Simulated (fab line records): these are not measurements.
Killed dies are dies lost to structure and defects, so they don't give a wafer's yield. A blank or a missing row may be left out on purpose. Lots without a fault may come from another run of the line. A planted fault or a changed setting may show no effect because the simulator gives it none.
fab line records ; flow sky130
[record] lots = 13; wafers = 39; lastDay = 50
route steps=708 shown METAL1@440 VIA1@478 VIA2@508 PAD_OPEN@708
lots that met no fault: taken from a fault-free run of the same line
startH: the number of hours between the record's first day and the start of the first shown wafer of the lot ; waitH: hours elapsed since this lot's preceding step ; " identical to the entry in the row above ; L1.1+2: several wafers, shown together as one row ; - no value, or no start given ; * or withheld: withheld ; < > ~ a bound
route shown NAME@n: a module of which the file shows steps, and the number in the route of the first ; usual: mean and standard deviation over wafers with no fault ; same: alike in all rows ; chamber/n: place in a boat ; sites: readings site by site ; _std_site: standard deviation of those values ; _edge_site: inner sites' mean taken away from outer sites' mean ; radiusMm: for every site, how far away it sits from the centre of the wafer ; mask NAME#n: copy n ; behind: the tool/chamber that last shaped the wafer ; hold: why the lot was held/for how many hours/how that ended ; device: the n, p or np transistor that did not switch ; end of line: tests of these same wafers at the route's end ; a step without rows: its recipe alone ; killed: count of dies lost to structure and defects at first sort (not the wafer's yield) ; map: the dies of a wafer, with x for killed, . for not killed, _ for no die there
set.NAME: the setting that was run; set.NAME@STEP: the one run at that earlier step ; model.NAME: the simulator's own value behind a step, which no gauge read
steps of the route over a sample of lots; a table a step, a row a wafer
services: the hour from which a tool's chamber was out of use, counted from the record's first day as startH (under 0 if before that day), plus the number of hours and why
[[steps]]
[step SKY_METAL1_THK_MEAS_06]
[recipe] thkMeasGauge = xrf; reads = AlCu_of_METAL1_SPUTTER_02
[usual] METAL1_ALCU_THK = 248.1/2.9
lot.wafer;tool;chamber;startH;waitH;METAL1_ALCU_THK[nm]
L635.1;filmMetro-03;-;732.08;0.1;245.8
L635.4;filmMetro-03;-;732.08;0.1;246.4
L635.5;filmMetro-03;-;732.08;0.1;242.9
L636.1;filmMetro-03;-;748.66;0.1;252.9
L636.3;filmMetro-03;-;748.66;0.1;247.9
L636.4;filmMetro-03;-;748.66;0.1;250.7
L637.1;filmMetro-02;-;754.96;0.1;250.2
L637.3;filmMetro-02;-;754.96;0.1;252.5
L637.6;filmMetro-02;-;754.96;0.1;251.0
L640.1;filmMetro-03;-;778.32;0.1;244.3
L640.2;filmMetro-03;-;778.32;0.1;240.9
L640.4;filmMetro-03;-;778.32;0.1;246.0
L641.1;filmMetro-03;-;791.19;0.1;244.0
L641.3;filmMetro-03;-;791.19;0.1;242.0
L641.4;filmMetro-03;-;791.19;0.1;248.0
L643.2;filmMetro-02;-;800.82;0.1;249.9
L643.3;filmMetro-02;-;800.82;0.1;252.1
L643.5;filmMetro-02;-;800.82;0.1;248.4
L645.1;filmMetro-04;-;816.77;0.1;249.4
L645.2;filmMetro-04;-;816.77;0.1;248.0
L645.6;filmMetro-04;-;816.77;0.1;247.1
L650.1;filmMetro-02;-;854.22;0.1;246.5
L650.3;filmMetro-02;-;854.22;0.1;250.0
L650.5;filmMetro-02;-;854.22;0.1;245.9
L653.1;filmMetro-02;-;870.24;0.1;249.6
L653.2;filmMetro-02;-;870.24;0.1;250.9
L653.5;filmMetro-02;-;870.24;0.1;249.2
L652.1;filmMetro-04;-;871.28;0.1;252.0
L652.3;filmMetro-04;-;871.28;0.1;246.6
L652.5;filmMetro-04;-;871.28;0.1;251.1
L655.3;filmMetro-02;-;893.44;0.1;244.3
L655.4;filmMetro-02;-;893.44;0.1;245.7
L655.5;filmMetro-02;-;893.44;0.1;247.8
L656.2;filmMetro-02;-;903.64;0.1;250.2
L656.3;filmMetro-02;-;903.64;0.1;250.4
L656.6;filmMetro-02;-;903.64;0.1;248.2
L657.1;filmMetro-02;-;908.34;0.1;245.6
L657.3;filmMetro-02;-;908.34;0.1;247.4
L657.6;filmMetro-02;-;908.34;0.1;249.2
[step SKY_VIA1_SPUTTER_20]
[recipe] material = TiN; targetThkNm = 20; chamberPressurePa = 5; powerW = 4000; timeS = 80
[usual] cathodeDcPowerW = 4000.1/0.7; throttleValvePct = 29.9/0.96
lot.wafer;tool;chamber;startH;waitH;cathodeDcPowerW;throttleValvePct
L635.1;pvdSputter-02;-;788.47;0.0;4000.6;30.1
L635.4;pvdSputter-02;-;788.47;0.0;4000.1;31.4
L635.5;pvdSputter-02;-;788.47;0.0;4000.4;31.1
L636.1;pvdSputter-03;-;804.49;0.0;4000.3;30.5
L636.3;pvdSputter-03;-;804.49;0.0;3999.8;29.8
L636.4;pvdSputter-03;-;804.49;0.0;4000.7;30.5
L637.1;pvdSputter-04;-;811.12;0.0;3999.7;29.6
L637.3;pvdSputter-04;-;811.12;0.0;4001.7;29.7
L637.6;pvdSputter-04;-;811.12;0.0;4000.3;29.6
L640.1;pvdSputter-04;-;834.28;0.0;3999.4;29.7
L640.2;pvdSputter-04;-;834.28;0.0;4000.8;29.5
L640.4;pvdSputter-04;-;834.28;0.0;3999.4;29.8
L641.1;pvdSputter-03;-;845.60;0.0;4256.6;29.6
L641.3;pvdSputter-03;-;845.60;0.0;4000.6;30.7
L641.4;pvdSputter-03;-;845.60;0.0;4000.2;29.7
L643.2;pvdSputter-03;-;855.36;0.0;4255.9;29.7
L643.3;pvdSputter-03;-;855.36;0.0;3998.8;30.6
L643.5;pvdSputter-03;-;855.36;0.0;4254.9;29.9
L645.1;pvdSputter-04;-;871.71;0.0;3999.7;27.6
L645.2;pvdSputter-04;-;871.71;0.0;3998.4;29.6
L645.6;pvdSputter-04;-;871.71;0.0;4000.6;29.5
L650.1;pvdSputter-04;-;908.80;0.0;4000.8;28.0
L650.3;pvdSputter-04;-;908.80;0.0;3999.8;29.9
L650.5;pvdSputter-04;-;908.80;0.0;4000.4;29.8
L653.1;pvdSputter-02;-;924.33;0.0;4000.4;31.0
L653.2;pvdSputter-02;-;924.33;0.0;3999.6;30.1
L653.5;pvdSputter-02;-;924.33;0.0;4000.1;31.5
L652.1;pvdSputter-04;-;925.24;0.0;4000.1;29.8
L652.3;pvdSputter-04;-;925.24;0.0;4000.1;29.5
L652.5;pvdSputter-04;-;925.24;0.0;3999.9;27.9
L655.3;pvdSputter-02;-;946.10;0.0;3998.6;31.9
L655.4;pvdSputter-02;-;946.10;0.0;4000.0;31.0
L655.5;pvdSputter-02;-;946.10;0.0;4000.4;31.9
L656.2;pvdSputter-04;-;955.16;0.0;4000.4;29.7
L656.3;pvdSputter-04;-;955.16;0.0;3998.9;29.5
L656.6;pvdSputter-04;-;955.16;0.0;3999.5;29.9
L657.1;pvdSputter-04;-;959.53;0.0;3999.0;27.6
L657.3;pvdSputter-04;-;959.53;0.0;4000.2;30.2
L657.6;pvdSputter-04;-;959.53;0.0;4001.4;30.0
[step SKY_VIA2_THK_MEAS_01]
[recipe] reads = SiO2_of_VIA2_HDPCVD_00
[usual] VIA2_HDPCVD_THK = 1180/12
lot.wafer;tool;chamber;startH;waitH;VIA2_HDPCVD_THK[nm]
L635.1;filmMetro-03;-;817.82;0.1;1183
L635.4;filmMetro-03;-;817.82;0.1;1161
L635.5;filmMetro-03;-;817.82;0.1;1191
L636.1;filmMetro-02;-;832.97;0.1;1196
L636.3;filmMetro-02;-;832.97;0.1;1185
L636.4;filmMetro-02;-;832.97;0.1;1165
L637.1;filmMetro-02;-;839.09;0.1;1176
L637.3;filmMetro-02;-;839.09;0.1;1186
L637.6;filmMetro-02;-;839.09;0.1;1180
L640.1;filmMetro-02;-;862.37;0.1;1164
L640.2;filmMetro-02;-;862.37;0.1;1171
L640.4;filmMetro-02;-;862.37;0.1;1187
L641.1;filmMetro-02;-;874.17;0.1;1186
L641.3;filmMetro-02;-;874.17;0.1;1175
L641.4;filmMetro-02;-;874.17;0.1;1188
L643.2;filmMetro-03;-;882.64;0.1;1165
L643.3;filmMetro-03;-;882.64;0.1;1184
L643.5;filmMetro-03;-;882.64;0.1;1165
L645.1;filmMetro-02;-;900.51;0.1;1170
L645.2;filmMetro-02;-;900.51;0.1;1176
L645.6;filmMetro-02;-;900.51;0.1;1177
L650.1;filmMetro-02;-;935.15;0.1;1163
L650.3;filmMetro-02;-;935.15;0.1;1179
L650.5;filmMetro-02;-;935.15;0.1;1176
L653.1;filmMetro-01;-;951.55;0.1;1167
L653.2;filmMetro-01;-;951.55;0.1;1186
L653.5;filmMetro-01;-;951.55;0.1;1166
L652.1;filmMetro-02;-;952.39;0.1;1176
L652.3;filmMetro-02;-;952.39;0.1;1142
L652.5;filmMetro-02;-;952.39;0.1;1157
L655.3;filmMetro-02;-;972.39;0.1;1186
L655.4;filmMetro-02;-;972.39;0.1;1168
L655.5;filmMetro-02;-;972.39;0.1;1181
L656.2;filmMetro-01;-;980.80;0.1;1181
L656.3;filmMetro-01;-;980.80;0.1;1189
L656.6;filmMetro-01;-;980.80;0.1;1205
L657.1;filmMetro-02;-;985.29;0.1;1189
L657.3;filmMetro-02;-;985.29;0.1;1173
L657.6;filmMetro-02;-;985.29;0.1;1191
[step SKY_VIA2_BOW_MEAS_03]
[recipe] mode = bow
[usual] VIA2_BOW = 86/7
lot.wafer;tool;chamber;startH;waitH;VIA2_BOW[um]
L635.1;filmMetro-03;-;818.18;0.1;94
L635.4;filmMetro-03;-;818.18;0.1;99
L635.5;filmMetro-03;-;818.18;0.1;79
L636.1;filmMetro-02;-;833.33;0.1;79
L636.3;filmMetro-02;-;833.33;0.1;83
L636.4;filmMetro-02;-;833.33;0.1;80
L637.1;filmMetro-03;-;839.45;0.2;89
L637.3;filmMetro-03;-;839.45;0.2;73
L637.6;filmMetro-03;-;839.45;0.2;92
L640.1;filmMetro-03;-;862.73;0.1;81
L640.2;filmMetro-03;-;862.73;0.1;91
L640.4;filmMetro-03;-;862.73;0.1;92
L641.1;filmMetro-02;-;874.53;0.2;93
L641.3;filmMetro-02;-;874.53;0.2;93
L641.4;filmMetro-02;-;874.53;0.2;84
L643.2;filmMetro-03;-;883.01;0.2;83
L643.3;filmMetro-03;-;883.01;0.2;78
L643.5;filmMetro-03;-;883.01;0.2;90
L645.1;filmMetro-01;-;900.95;0.1;85
L645.2;filmMetro-01;-;900.95;0.1;76
L645.6;filmMetro-01;-;900.95;0.1;89
L650.1;filmMetro-01;-;935.51;0.1;84
L650.3;filmMetro-01;-;935.51;0.1;72
L650.5;filmMetro-01;-;935.51;0.1;83
L653.1;filmMetro-02;-;951.91;0.1;81
L653.2;filmMetro-02;-;951.91;0.1;87
L653.5;filmMetro-02;-;951.91;0.1;90
L652.1;filmMetro-02;-;952.85;0.1;89
L652.3;filmMetro-02;-;952.85;0.1;93
L652.5;filmMetro-02;-;952.85;0.1;92
L655.3;filmMetro-01;-;972.77;0.1;86
L655.4;filmMetro-01;-;972.77;0.1;94
L655.5;filmMetro-01;-;972.77;0.1;83
L656.2;filmMetro-01;-;981.49;0.1;74
L656.3;filmMetro-01;-;981.49;0.1;77
L656.6;filmMetro-01;-;981.49;0.1;79
L657.1;filmMetro-02;-;985.65;0.1;87
L657.3;filmMetro-02;-;985.65;0.1;77
L657.6;filmMetro-02;-;985.65;0.1;89
[step SKY_PAD_OPEN_PROBE_99]
[usual] defectLimitedYield = 83.0/2; killed_at_M0_to_M3 = 43/7.1; killed_at_M4_up = 3.1/1.7; killedAtContacts = 23/5.1; killedAtFrontEnd = 14/4.4; killedAtOther = 0.3/0.47; killedDies = 84/9.9; killedOnRim = 16/3.8; killedOpen = 45/6.6; killedShort = 38/6.8; sort_bin_3_pad_short = 0.8/0.4; sort_bin_5_function = 10.1/1.4; sort_bin_6_memory = 6.1/1.2; sortNPass = 408/9.9; sortYieldPct = 83.0/2
[same] grossDies = 492; killedAtBackSide = 0; sort_bin_4_leakage[%] = 0; sort_bin_8_speed[%] = 0
lot.wafer;tool;chamber;startH;waitH;defectLimitedYield[%];killed_at_M0_to_M3;killed_at_M4_up;killedAtContacts;killedAtFrontEnd;killedAtOther;killedDies;killedOnRim;killedOpen;killedShort;sort_bin_3_pad_short[%];sort_bin_5_function[%];sort_bin_6_memory[%];sortNPass;sortYieldPct[%]
L635.1;prober-02;-;1075.45;0.1;84.1;44;3;22;9;0;78;11;39;39;0.6;10.6;4.7;414;84.1
L635.4;prober-02;-;1075.60;0.2;84.8;39;1;22;13;0;75;15;38;37;0.2;8.7;6.3;417;84.8
L635.5;prober-02;-;1075.65;0.2;85.6;38;1;18;14;0;71;6;48;23;0.2;9.6;4.7;421;85.6
L636.1;prober-01;-;1085.34;0.1;82.1;49;4;24;11;0;88;14;52;36;1.0;10.2;6.7;404;82.1
L636.3;prober-01;-;1085.44;0.2;81.9;50;2;16;21;0;89;12;52;37;1.4;10.4;6.3;403;81.9
L636.4;prober-01;-;1085.49;0.2;85.2;30;4;25;13;1;73;14;45;28;1.4;7.7;5.7;419;85.2
L637.1;prober-02;-;1091.95;0.1;84.3;43;1;23;10;0;77;12;50;27;1.0;9.3;5.3;415;84.3
L637.3;prober-02;-;1092.05;0.2;81.7;43;1;22;23;1;90;15;52;38;0.8;10.0;7.5;402;81.7
L637.6;prober-02;-;1092.20;0.2;81.3;41;1;23;26;1;92;18;47;45;1.2;12.2;5.3;400;81.3
L640.1;prober-01;-;1108.27;0.1;84.6;40;3;21;12;0;76;13;29;47;1.4;7.1;6.9;416;84.6
L640.2;prober-01;-;1108.32;0.1;84.8;34;6;26;9;0;75;12;37;38;0.8;8.7;5.7;417;84.8
L640.4;prober-01;-;1108.42;0.2;81.9;48;4;29;8;0;89;25;43;46;1.2;8.3;8.5;403;81.9
L641.1;prober-02;-;1120.61;0.1;83.7;44;1;28;7;0;80;21;42;38;1.6;9.8;4.9;412;83.7
L641.3;prober-02;-;1120.71;0.2;80.3;42;4;24;27;0;97;20;53;44;0.4;10.4;8.9;395;80.3
L641.4;prober-02;-;1120.76;0.2;82.3;40;5;22;19;1;87;13;39;48;0.4;11.2;6.1;405;82.3
L643.2;prober-01;-;1126.59;0.1;84.8;43;0;18;14;0;75;15;34;41;0.8;10.2;4.3;417;84.8
L643.3;prober-01;-;1126.64;0.2;81.3;55;1;24;12;0;92;15;48;44;1.0;11.0;6.7;400;81.3
L643.5;prober-01;-;1126.74;0.2;85.6;36;1;17;16;1;71;11;35;36;1.0;8.5;4.9;421;85.6
L645.1;prober-01;-;1138.43;0.1;82.3;46;5;23;12;1;87;16;43;44;0.2;10.8;6.7;405;82.3
L645.2;prober-01;-;1138.48;0.1;85.0;35;1;28;10;0;74;16;43;31;0.4;9.6;5.1;418;85.0
L645.6;prober-01;-;1138.68;0.2;82.3;44;6;27;10;0;87;20;45;42;0.4;10.4;6.9;405;82.3
L650.1;prober-02;-;1165.38;0.1;83.1;49;2;22;10;0;83;19;41;42;0.6;11.4;4.9;409;83.1
L650.3;prober-02;-;1165.48;0.2;80.7;51;2;25;17;0;95;15;49;46;1.4;10.6;7.3;397;80.7
L650.5;prober-02;-;1165.58;0.2;85.8;35;2;20;12;1;70;13;44;26;0.2;8.3;5.7;422;85.8
L653.1;prober-02;-;1175.85;0.1;83.3;39;3;22;18;0;82;18;43;39;0.6;10.2;5.9;410;83.3
L653.2;prober-02;-;1175.90;0.1;83.7;42;2;21;14;1;80;19;47;33;0.6;11.6;4.1;412;83.7
L653.5;prober-02;-;1176.05;0.2;83.7;40;1;24;15;0;80;24;55;25;0.6;8.9;6.7;412;83.7
L652.1;prober-01;-;1178.18;0.1;80.5;52;3;28;13;0;96;15;57;39;1.2;9.8;8.5;396;80.5
L652.3;prober-01;-;1178.28;0.2;83.9;47;3;20;9;0;79;11;48;31;0.4;8.7;6.9;413;83.9
L652.5;prober-01;-;1178.38;0.2;84.6;37;5;23;11;0;76;15;37;39;0.6;10.6;4.3;416;84.6
L655.3;prober-01;-;1187.15;0.2;85.4;41;4;16;10;1;72;13;38;34;1.4;9.1;4.1;420;85.4
L655.4;prober-01;-;1187.20;0.2;84.8;45;3;16;11;0;75;15;43;32;1.0;8.5;5.7;417;84.8
L655.5;prober-01;-;1187.25;0.2;83.9;37;3;25;14;0;79;15;47;32;0.4;10.8;4.9;413;83.9
L656.2;prober-02;-;1197.32;0.1;79.7;46;6;26;22;0;100;16;63;37;0.8;12.6;6.9;392;79.7
L656.3;prober-02;-;1197.37;0.2;82.3;47;2;21;17;0;87;19;52;35;1.0;9.3;7.3;405;82.3
L656.6;prober-02;-;1197.52;0.2;80.1;47;2;33;15;1;98;17;57;41;1.4;12.0;6.5;394;80.1
L657.1;prober-01;-;1198.20;0.1;76.2;61;6;27;23;0;117;26;63;54;1.6;14.0;8.1;375;76.2
L657.3;prober-01;-;1198.30;0.2;85.2;41;2;24;6;0;73;12;41;32;0.8;8.9;5.1;419;85.2
L657.6;prober-01;-;1198.45;0.2;80.1;48;4;33;13;0;98;15;54;44;0.8;12.0;7.1;394;80.1
// killed by level:class
L635.1 VIA1:geometricParticle:open=8 METAL2:geometricParticle:short=8 LI_CONTACT:geometricParticle:open=5 CONTACT:geometricParticle:open=5 VIA3:geometricParticle:open=5 LOCAL_INTERCONNECT:geometricParticle:short=4 LI_CONTACT:geometricParticle:short=4 VIA2:geometricParticle:open=4
L635.4 CONTACT:geometricParticle:open=8 VIA2:geometricParticle:open=8 METAL2:geometricParticle:short=7 METAL1:geometricParticle:short=6 VIA1:geometricParticle:open=6 POLY_GATE:geometricParticle:short=4 LI_CONTACT:geometricParticle:open=4 LOCAL_INTERCONNECT:geometricParticle:short=4
L635.5 VIA1:geometricParticle:open=10 CONTACT:geometricParticle:open=7 POLY_GATE:geometricParticle:open=6 METAL2:geometricParticle:short=6 VIA3:geometricParticle:open=6 LI_CONTACT:geometricParticle:open=5 VIA2:geometricParticle:open=5 VIA1:geometricParticle:short=4
L636.1 VIA1:geometricParticle:open=11 VIA2:geometricParticle:open=10 LI_CONTACT:geometricParticle:open=7 CONTACT:geometricParticle:open=7 VIA3:geometricParticle:open=6 METAL3:geometricParticle:short=5 FIELD_ISO:geometricParticle:short=4 METAL2:geometricParticle:short=4
L636.3 VIA1:geometricParticle:open=14 CONTACT:geometricParticle:open=7 POLY_GATE:geometricParticle:short=6 VIA3:geometricParticle:open=5 LI_CONTACT:geometricParticle:open=5 FIELD_ISO:geometricParticle:open=4 POLY_GATE:geometricParticle:open=4 VIA2:geometricParticle:short=4
L636.4 LI_CONTACT:geometricParticle:open=9 CONTACT:geometricParticle:open=8 VIA3:geometricParticle:open=8 VIA1:geometricParticle:open=6 FIELD_ISO:geometricParticle:open=4 METAL1:geometricParticle:short=4 METAL2:geometricParticle:short=4 VIA2:geometricParticle:open=4
L637.1 METAL2:geometricParticle:short=10 VIA1:geometricParticle:open=9 LI_CONTACT:geometricParticle:open=8 CONTACT:geometricParticle:open=8 VIA2:geometricParticle:open=7 VIA3:geometricParticle:open=7 POLY_GATE:geometricParticle:open=4 LOCAL_INTERCONNECT:geometricParticle:short=4
L637.3 VIA1:geometricParticle:open=17 FIELD_ISO:geometricParticle:open=6 LI_CONTACT:geometricParticle:open=6 FIELD_ISO:geometricParticle:short=5 CONTACT:geometricParticle:open=5 VIA3:geometricParticle:open=5 POLY_GATE:geometricParticle:short=4 POLY_GATE:geometricParticle:open=4
L637.6 VIA1:geometricParticle:open=14 LOCAL_INTERCONNECT:geometricParticle:short=8 CONTACT:geometricParticle:short=7 FIELD_ISO:geometricParticle:short=6 VIA1:geometricParticle:short=6 CONTACT:geometricParticle:open=5 VIA3:geometricParticle:open=5 FIELD_ISO:geometricParticle:open=4
L640.1 CONTACT:geometricParticle:open=7 METAL1:geometricParticle:short=7 CONTACT:geometricParticle:short=6 VIA1:geometricParticle:short=6 METAL2:geometricParticle:short=6 FIELD_ISO:geometricParticle:short=4 VIA1:geometricParticle:open=4 VIA2:geometricParticle:open=4
L640.2 VIA1:geometricParticle:open=10 CONTACT:geometricParticle:open=9 CONTACT:geometricParticle:short=9 LOCAL_INTERCONNECT:geometricParticle:short=5 VIA1:geometricParticle:short=5 METAL4:geometricParticle:short=5 VIA2:geometricParticle:open=5 METAL1:geometricParticle:short=4
L640.4 CONTACT:geometricParticle:open=13 VIA1:geometricParticle:short=9 METAL1:geometricParticle:short=8 LI_CONTACT:geometricParticle:open=7 VIA2:geometricParticle:open=7 VIA1:geometricParticle:open=6 METAL2:geometricParticle:short=5 METAL3:geometricParticle:short=5
L641.1 CONTACT:geometricParticle:open=11 METAL1:geometricParticle:short=7 VIA1:geometricParticle:open=7 METAL2:geometricParticle:short=7 LI_CONTACT:geometricParticle:open=6 VIA2:geometricParticle:open=6 CONTACT:geometricParticle:short=5 VIA1:geometricParticle:short=5
L641.3 VIA1:geometricParticle:open=10 FIELD_ISO:geometricParticle:open=9 FIELD_ISO:geometricParticle:short=8 CONTACT:geometricParticle:open=8 VIA3:geometricParticle:open=8 POLY_GATE:geometricParticle:short=7 VIA2:geometricParticle:open=6 LI_CONTACT:geometricParticle:open=5
L641.4 CONTACT:geometricParticle:open=10 METAL2:geometricParticle:short=8 FIELD_ISO:geometricParticle:short=7 VIA1:geometricParticle:open=6 LOCAL_INTERCONNECT:geometricParticle:short=5 METAL1:geometricParticle:short=4 VIA2:geometricParticle:short=4 VIA3:geometricParticle:open=4
L643.2 VIA1:geometricParticle:open=13 VIA1:geometricParticle:short=7 CONTACT:geometricParticle:short=5 LI_CONTACT:geometricParticle:open=5 METAL1:geometricParticle:short=5 VIA3:geometricParticle:open=5 FIELD_ISO:geometricParticle:short=4 METAL2:geometricParticle:short=4
L643.3 VIA1:geometricParticle:open=16 CONTACT:geometricParticle:open=11 METAL2:geometricParticle:short=8 LI_CONTACT:geometricParticle:open=7 VIA2:geometricParticle:open=6 METAL1:geometricParticle:short=6 VIA2:geometricParticle:short=5 METAL3:geometricParticle:short=4
L643.5 VIA1:geometricParticle:open=8 VIA2:geometricParticle:short=6 FIELD_ISO:geometricParticle:short=5 CONTACT:geometricParticle:open=5 FIELD_ISO:geometricParticle:open=4 LI_CONTACT:geometricParticle:open=4 CONTACT:geometricParticle:short=4 VIA1:geometricParticle:short=4
L645.1 CONTACT:geometricParticle:open=11 METAL2:geometricParticle:short=9 VIA2:geometricParticle:open=7 VIA1:geometricParticle:open=6 LI_CONTACT:geometricParticle:open=6 VIA2:geometricParticle:short=6 POLY_GATE:geometricParticle:open=4 CONTACT:geometricParticle:short=4
L645.2 CONTACT:geometricParticle:open=17 VIA1:geometricParticle:open=10 METAL1:geometricParticle:short=6 METAL2:geometricParticle:short=5 VIA2:geometricParticle:open=5 LI_CONTACT:geometricParticle:open=4 CONTACT:geometricParticle:short=4 FIELD_ISO:geometricParticle:open=3
L645.6 CONTACT:geometricParticle:open=14 VIA1:geometricParticle:open=13 METAL2:geometricParticle:short=9 VIA3:geometricParticle:open=7 METAL1:geometricParticle:short=6 FIELD_ISO:geometricParticle:short=4 LI_CONTACT:geometricParticle:open=4 LOCAL_INTERCONNECT:geometricParticle:short=4
L650.1 VIA1:geometricParticle:open=11 VIA3:geometricParticle:open=9 METAL1:geometricParticle:short=7 CONTACT:geometricParticle:short=6 VIA3:geometricParticle:short=6 LI_CONTACT:geometricParticle:open=5 CONTACT:geometricParticle:open=5 FIELD_ISO:geometricParticle:short=4
L650.3 CONTACT:geometricParticle:open=8 METAL1:geometricParticle:short=7 VIA1:geometricParticle:open=7 VIA2:geometricParticle:open=7 VIA2:geometricParticle:short=7 POLY_GATE:geometricParticle:open=6 LI_CONTACT:geometricParticle:open=6 METAL2:geometricParticle:short=6
L650.5 LI_CONTACT:geometricParticle:open=8 CONTACT:geometricParticle:open=8 VIA1:geometricParticle:open=6 VIA2:geometricParticle:open=6 METAL1:geometricParticle:short=5 VIA3:geometricParticle:open=5 POLY_GATE:geometricParticle:open=4 FIELD_ISO:geometricParticle:open=3
L653.1 VIA1:geometricParticle:open=11 CONTACT:geometricParticle:open=7 LOCAL_INTERCONNECT:geometricParticle:short=6 FIELD_ISO:geometricParticle:short=5 POLY_GATE:geometricParticle:short=4 LI_CONTACT:geometricParticle:open=4 CONTACT:geometricParticle:short=4 VIA1:geometricParticle:short=4
L653.2 VIA1:geometricParticle:open=9 VIA3:geometricParticle:open=8 LI_CONTACT:geometricParticle:open=7 POLY_GATE:geometricParticle:open=5 CONTACT:geometricParticle:open=5 METAL2:geometricParticle:short=4 SPACER:geometricParticle:short=4 METAL1:geometricParticle:short=4
L653.5 VIA1:geometricParticle:open=14 CONTACT:geometricParticle:open=11 VIA2:geometricParticle:open=10 FIELD_ISO:geometricParticle:open=5 LI_CONTACT:geometricParticle:open=5 LOCAL_INTERCONNECT:geometricParticle:short=4 FIELD_ISO:geometricParticle:short=3 VIA3:geometricParticle:short=3
L652.1 VIA1:geometricParticle:open=15 CONTACT:geometricParticle:short=10 CONTACT:geometricParticle:open=9 VIA2:geometricParticle:open=6 VIA3:geometricParticle:open=6 METAL3:geometricParticle:short=5 POLY_GATE:geometricParticle:open=4 LI_CONTACT:geometricParticle:open=4
L652.3 VIA3:geometricParticle:open=12 VIA1:geometricParticle:open=8 CONTACT:geometricParticle:open=7 VIA3:geometricParticle:short=7 LI_CONTACT:geometricParticle:open=6 VIA1:geometricParticle:short=5 METAL2:geometricParticle:short=4 VIA2:geometricParticle:short=4
L652.5 LI_CONTACT:geometricParticle:open=7 VIA3:geometricParticle:open=7 VIA2:geometricParticle:open=7 METAL1:geometricParticle:short=6 CONTACT:geometricParticle:short=6 CONTACT:geometricParticle:open=6 METAL4:geometricParticle:short=5 VIA3:geometricParticle:short=4
L655.3 VIA1:geometricParticle:open=9 METAL2:geometricParticle:short=9 VIA3:geometricParticle:open=6 VIA2:geometricParticle:open=5 CONTACT:geometricParticle:open=4 LI_CONTACT:geometricParticle:open=3 LOCAL_INTERCONNECT:geometricParticle:short=3 CONTACT:geometricParticle:short=3
L655.4 VIA1:geometricParticle:short=9 VIA2:geometricParticle:open=7 VIA1:geometricParticle:open=7 VIA3:geometricParticle:open=6 LI_CONTACT:geometricParticle:open=5 CONTACT:geometricParticle:open=5 FIELD_ISO:geometricParticle:open=4 VIA2:geometricParticle:short=3
L655.5 VIA1:geometricParticle:open=9 VIA2:geometricParticle:open=8 POLY_GATE:geometricParticle:open=7 CONTACT:geometricParticle:short=6 CONTACT:geometricParticle:open=6 VIA3:geometricParticle:open=6 LI_CONTACT:geometricParticle:open=5 LI_CONTACT:geometricParticle:short=5
L656.2 VIA1:geometricParticle:open=15 LI_CONTACT:geometricParticle:open=13 VIA2:geometricParticle:open=8 FIELD_ISO:geometricParticle:open=7 POLY_GATE:geometricParticle:open=7 CONTACT:geometricParticle:short=5 CONTACT:geometricParticle:open=5 VIA1:geometricParticle:short=5
L656.3 VIA1:geometricParticle:open=9 VIA3:geometricParticle:open=8 CONTACT:geometricParticle:open=8 METAL2:geometricParticle:short=7 VIA2:geometricParticle:open=7 LI_CONTACT:geometricParticle:open=6 POLY_GATE:geometricParticle:open=5 FIELD_ISO:geometricParticle:open=4
L656.6 CONTACT:geometricParticle:open=13 LI_CONTACT:geometricParticle:open=9 VIA1:geometricParticle:open=8 POLY_GATE:geometricParticle:open=6 CONTACT:geometricParticle:short=6 METAL1:geometricParticle:short=6 VIA1:geometricParticle:short=5 VIA2:geometricParticle:open=5
L657.1 VIA1:geometricParticle:open=11 CONTACT:geometricParticle:open=9 LI_CONTACT:geometricParticle:open=9 VIA3:geometricParticle:open=9 METAL2:geometricParticle:short=9 VIA1:geometricParticle:short=8 CONTACT:geometricParticle:short=8 VIA2:geometricParticle:open=7
L657.3 VIA3:geometricParticle:open=10 VIA1:geometricParticle:open=9 METAL1:geometricParticle:short=7 CONTACT:geometricParticle:short=6 CONTACT:geometricParticle:open=6 VIA2:geometricParticle:open=6 LI_CONTACT:geometricParticle:short=4 LI_CONTACT:geometricParticle:open=3
L657.6 CONTACT:geometricParticle:open=12 LI_CONTACT:geometricParticle:open=10 VIA1:geometricParticle:open=9 VIA1:geometricParticle:short=7 FIELD_ISO:geometricParticle:short=6 METAL2:geometricParticle:short=6 VIA3:geometricParticle:open=6 VIA2:geometricParticle:open=5
[[services]]
tool;chamber;startH;hours;kind
pvdSputter-03;-;798.98;1.0;repair
pvdSputter-02;-;834.49;2.3;repair
pvdSputter-02;-;863.15;2.3;repair
pvdSputter-03;-;877.44;1.2;repair
pvdSputter-04;-;881.61;1.2;repair
pvdSputter-02;-;898.36;3.4;repair
pvdSputter-04;-;955.68;3.5;repair
[[key]]
[firstSign] step = SKY_VIA1_SPUTTER_20; reading = cathodeDcPowerW; direction = up; sigmas = 99+; usual = 4000.1; struck = 4255.8
effect none on later readings
metAt SKY_VIA1_SPUTTER_20
struckLots L641,L643
struckWafers L641.1,L643.2,L643.5
notActingAt SKY_METAL1_THK_MEAS_06,SKY_VIA2_THK_MEAS_01,SKY_VIA2_BOW_MEAS_03
[fault] kind = processParameterDrift; tool = pvdSputter-03; chamber = -; onsetH = 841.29; steps = SKY_VIA1_SPUTTER_20; channel = powerW; offset = *; shape = step; endH = 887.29; actsIn = *; stated = *; scope = struckWafersOnly
